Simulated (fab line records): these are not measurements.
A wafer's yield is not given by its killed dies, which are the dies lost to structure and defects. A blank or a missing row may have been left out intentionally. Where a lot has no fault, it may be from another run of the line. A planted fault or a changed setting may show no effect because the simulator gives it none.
Chamber matching -- flow sfq line -- SFQ_TRILAYER_I1_CMP_CMP_046 on cmp-02 has 4 sister chambers
The step polishes SiO2. 4 wafers are shown with their chamber, then 8 later ones without.

WAFERS, EACH WITH ITS CHAMBER
wafer,chamber,motor current A (A)
L338.1,2,9.7
L338.6,1,14.3
L339.1,3,9.7
L339.5,0,8.8

WAFERS WITH NO CHAMBER GIVEN
wafer,motor current A (A)
L340.1,13.5
L340.2,9.3
L340.3,9.9
L342.3,9.6
L342.4,10.0
L342.5,10.1
L343.4,13.2
L343.5,10.1

WHICH CHAMBER EACH WENT THROUGH
wafer,from the rows above,in truth
L340.1,1,1
L340.2,can't be placed: 2 or 3 or 0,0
L340.3,can't be placed: 2 or 3 or 0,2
L342.3,can't be placed: 2 or 3 or 0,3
L342.4,can't be placed: 2 or 3 or 0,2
L342.5,can't be placed: 2 or 3 or 0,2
L343.4,1,1
L343.5,can't be placed: 2 or 3 or 0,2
2 of 8 placed correctly. These rows do not allow placing 6 (true chamber among the candidates in 6). 0 placed wrongly.
How it was worked out, from the rows above alone: a wafer's distance from a chamber is the root of the sum, over the readings, of the square of ((its reading less the chamber's mean) divided by the reading's scatter). The wafer belongs to the nearest chamber; if the next one is less than 2 further off, it can't be placed. Each chamber's mean is taken over the wafers shown for it. The scatter: with one shown wafer a chamber, the root of the mean of the squares of how far each hidden wafer lies from its nearest shown one.
